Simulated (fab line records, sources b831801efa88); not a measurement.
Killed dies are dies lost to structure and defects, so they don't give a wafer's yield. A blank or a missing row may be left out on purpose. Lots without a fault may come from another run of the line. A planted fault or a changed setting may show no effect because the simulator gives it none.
fab line records | flow sky130
record lots=14 wafers=42 last_day=50
route steps=708 shown VT_ADJUST_NCORE@127 SONOS_ONO@181 LI_CONTACT@385 METAL5@674
lots that met no fault: from a run of the same line without faults
start_h: hours from the record's first day to the start of the lot's first wafer shown | wait_h: hours since the lot's step before | " the same as in the row above | L1.1+2: a row that stands for several wafers | - no value, or no start given | * or withheld: withheld | < > ~ a bound
route shown NAME@n: a module of which the file shows steps, and the number in the route of the first | usual: mean/standard deviation of fault-free wafers | same: alike in all rows | chamber/n: place in a boat | sites: the reading at each site | _std_site: their standard deviation | _edge_site: outer sites' mean less inner sites' | radius_mm: how far each site lies from the wafer's centre | mask NAME#n: copy n | behind: the tool/chamber that last shaped the wafer | hold: why the lot was held/for how many hours/how that ended | device: the transistor (n, p or np) that didn't switch | end of line: the same wafers' tests at the end of the route | a step without rows: its recipe alone | killed: dies lost to structure and defects at the first sort, not the wafer's yield | map: a wafer's dies, x killed, . not, _ none there
set.NAME: the setting as run; set.NAME@STEP: as run at that earlier step | model.NAME: the simulator's own value behind a step, which no gauge read
steps of the route over a sample of lots; a table a step, a row a wafer
## steps
# step SKY_VT_ADJUST_NCORE_OVL_MEAS_08
# usual VT_ADJUST_NCORE_OVL=-0.1/1.8
# columns lot.wafer tool chamber start_h wait_h VT_ADJUST_NCORE_OVL[nm]
L389.2 overlay-02 - 185.55 0.1 2.9
L389.5 " - " " 1.8
L389.6 " - " " 2.1
L390.4 overlay-01 - 190.99 0.1 0.5
L390.5 " - " " 0.1
L390.6 " - " " 0.2
L391.2 overlay-01 - 210.98 0.1 0.0
L391.3 " - " " 1.0
L391.4 " - " " -2.0
L394.3 overlay-02 - 225.76 0.1 -0.3
L394.4 " - " " -0.8
L394.6 " - " " 0.3
L396.1 overlay-02 - 241.59 0.1 -1.9
L396.3 " - " " -0.1
L396.4 " - " " -0.5
L397.1 overlay-01 - 248.74 0.1 0.0
L397.5 " - " " -1.3
L397.6 " - " " -1.9
L403.2 overlay-02 - 284.71 0.1 -1.2
L403.3 " - " " 0.1
L403.5 " - " " 2.3
L404.1 overlay-01 - 290.19 0.1 -1.9
L404.5 " - " " -0.7
L404.6 " - " " -1.5
L406.2 overlay-02 - 310.52 0.1 3.7
L406.4 " - " " 2.8
L406.5 " - " " 2.4
L405.3 overlay-02 - 311.06 0.1 -2.0
L405.5 " - " " 0.3
L405.6 " - " " -0.3
L407.1 overlay-01 - 316.64 0.1 4.0
L407.4 " - " " 0.4
L407.5 " - " " 2.6
L408.1 overlay-02 - 321.68 0.1 0.5
L408.4 " - " " -0.5
L408.5 " - " " 0.5
L409.2 overlay-01 - 327.38 0.1 0.8
L409.3 " - " " 1.2
L409.5 " - " " 2.6
L411.1 overlay-02 - 345.09 0.1 -0.8
L411.2 " - " " -0.9
L411.6 " - " " -0.5
# step SKY_SONOS_ONO_CD_MEAS_13
# recipe target_cd_nm=410
# usual cd_nm=410.1/2.4
# columns lot.wafer tool chamber start_h wait_h cd_nm
L389.2 cd_sem-01 - 284.30 0.1 406.6
L389.5 " - " " 408.5
L389.6 " - " " 408.0
L390.4 cd_sem-01 - 292.42 0.1 411.2
L390.5 " - " " 412.9
L390.6 " - " " 413.6
L391.2 cd_sem-01 - 311.24 0.1 408.2
L391.3 " - " " 412.6
L391.4 " - " " 409.5
L394.3 cd_sem-01 - 324.77 0.1 410.3
L394.4 " - " " 410.7
L394.6 " - " " 412.1
L396.1 cd_sem-01 - 345.27 0.1 408.2
L396.3 " - " " 408.4
L396.4 " - " " 409.9
L397.1 cd_sem-02 - 356.20 0.1 408.5
L397.5 " - " " 407.9
L397.6 " - " " 408.5
L403.2 cd_sem-02 - 399.67 0.1 410.9
L403.3 " - " " 410.3
L403.5 " - " " 411.5
L404.1 cd_sem-01 - 407.08 0.1 414.0
L404.5 " - " " 416.2
L404.6 " - " " 413.7
L406.2 cd_sem-01 - 430.69 0.1 408.7
L406.4 " - " " 410.3
L406.5 " - " " 408.8
L405.3 cd_sem-01 - 432.29 0.1 409.4
L405.5 " - " " 412.4
L405.6 " - " " 412.5
L407.1 cd_sem-02 - 434.87 0.1 412.7
L407.4 " - " " 413.2
L407.5 " - " " 413.6
L408.1 cd_sem-01 - 441.63 0.1 411.6
L408.4 " - " " 412.5
L408.5 " - " " 411.0
L409.2 cd_sem-02 - 448.15 0.1 408.4
L409.3 " - " " 411.9
L409.5 " - " " 411.4
L411.1 cd_sem-02 - 467.80 0.1 411.2
L411.2 " - " " 412.3
L411.6 " - " " 408.9
# step SKY_LI_CONTACT_THK_MEAS_23
# recipe thk_meas_gauge=xrf reads=W_of_LI_CONTACT_CVD_21
# usual LI_CONTACT_W_THK=401/5.4
# columns lot.wafer tool chamber start_h wait_h LI_CONTACT_W_THK[nm]
L389.2 film_metro-02 - 680.86 0.1 399
L389.5 " - " " 396
L389.6 " - " " 398
L390.4 film_metro-02 - 688.65 0.1 396
L390.5 " - " " 397
L390.6 " - " " 395
L391.2 film_metro-02 - 707.83 0.1 403
L391.3 " - " " 402
L391.4 " - " " 400
L394.3 film_metro-02 - 722.12 0.1 396
L394.4 " - " " 397
L394.6 " - " " 389
L396.1 film_metro-01 - 747.47 0.1 393
L396.3 " - " " 389
L396.4 " - " " 389
L397.1 film_metro-03 - 756.78 0.1 407
L397.5 " - " " 401
L397.6 " - " " 401
L403.2 film_metro-02 - 795.80 0.1 407
L403.3 " - " " 405
L403.5 " - " " 409
L404.1 film_metro-02 - 801.18 0.1 410
L404.5 " - " " 402
L404.6 " - " " 407
L406.2 film_metro-01 - 820.86 0.1 408
L406.4 " - " " 405
L406.5 " - " " 408
L405.3 film_metro-03 - 823.71 0.1 402
L405.5 " - " " 400
L405.6 " - " " 403
L407.1 film_metro-01 - 825.39 0.1 412
L407.4 " - " " 406
L407.5 " - " " 411
L408.1 film_metro-02 - 831.68 0.1 390
L408.4 " - " " 390
L408.5 " - " " 389
L409.2 film_metro-03 - 838.65 0.1 406
L409.3 " - " " 401
L409.5 " - " " 403
L411.1 film_metro-03 - 850.62 0.1 397
L411.2 " - " " 395
L411.6 " - " " 402
# step SKY_METAL5_DEVELOP_13
# recipe resist=NOVOLAK developer=TMAH develop_time_s=60 dev_temp_c=23
# usual chill_plate_temp_C=23.01/0.11 develop_time_s=60/0
# columns lot.wafer tool chamber start_h wait_h chill_plate_temp_C develop_time_s
L389.2 litho_track-02 0 1030.64 0.1 23.02 60
L389.5 " 0 " " 22.98 60
L389.6 " 0 " " 23.01 60
L390.4 litho_track-02 0 1039.99 0.1 22.96 60
L390.5 " 0 " " 23.02 60
L390.6 " 0 " " 22.96 60
L391.2 litho_track-03 0 1055.31 0.1 22.76 60
L391.3 " 0 " " 22.83 60
L391.4 " 0 " " 22.97 60
L394.3 litho_track-03 0 1065.73 0.1 23.05 60
L394.4 " 0 " " 22.87 60
L394.6 " 0 " " 22.92 60
L396.1 litho_track-02 - 1084.42 0.1 - -
L396.3 " - " " - -
L396.4 " - " " - -
L397.1 litho_track-02 - 1094.67 0.1 - -
L397.5 " - " " - -
L397.6 " - " " - -
L403.2 litho_track-02 0 1122.29 0.1 22.98 60
L403.3 " 0 " " 22.79 60
L403.5 " 0 " " 22.88 60
L404.1 litho_track-01 0 1125.61 0.1 23.29 60
L404.5 " 0 " " 23.05 60
L404.6 " 0 " " 23.15 60
L406.2 litho_track-01 0 1137.98 0.1 22.79 60
L406.4 " 0 " " 23.01 60
L406.5 " 0 " " 22.93 60
L405.3 litho_track-03 0 1143.03 0.1 23.20 60
L405.5 " 0 " " 23.09 60
L405.6 " 0 " " 22.91 60
L407.1 litho_track-01 0 1145.16 0.1 23.02 60
L407.4 " 0 " " 23.14 60
L407.5 " 0 " " 22.98 60
L408.1 litho_track-03 0 1148.23 0.1 22.97 60
L408.4 " 0 " " 22.96 60
L408.5 " 0 " " 22.78 60
L409.2 litho_track-03 0 1153.21 0.1 23.00 60
L409.3 " 0 " " 23.04 60
L409.5 " 0 " " 22.95 60
L411.1 litho_track-01 0 1159.81 0.1 22.84 60
L411.2 " 0 " " 22.72 60
L411.6 " 0 " " 22.92 60
## key
first_sign step=SKY_METAL5_DEVELOP_13 reading=tool_record direction=missing
effect none on later readings
met_at SKY_METAL5_DEVELOP_13
struck_lots L396,L397
later_rows_left_out L396.1,L396.3,L396.4,L397.1,L397.5,L397.6
sort_left_out L396.1,L396.3,L396.4,L397.1,L397.5,L397.6
not_acting_at SKY_VT_ADJUST_NCORE_OVL_MEAS_08,SKY_SONOS_ONO_CD_MEAS_13,SKY_LI_CONTACT_THK_MEAS_23
onset_between 1039.99 1084.42
fault kind=skipped_step_whole tool=litho_track-02 chamber=- onset_h=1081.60 steps=SKY_METAL5_DEVELOP_13 scope=struck_lots_only
# sort_left_out: the simulated sort isn't trusted on such a fault, so these wafers' sort isn't shown, and their yield isn't known
# later_rows_left_out: the simulator's readings of these wafers behind a module that went badly wrong aren't trusted and aren't shown, but for the sort
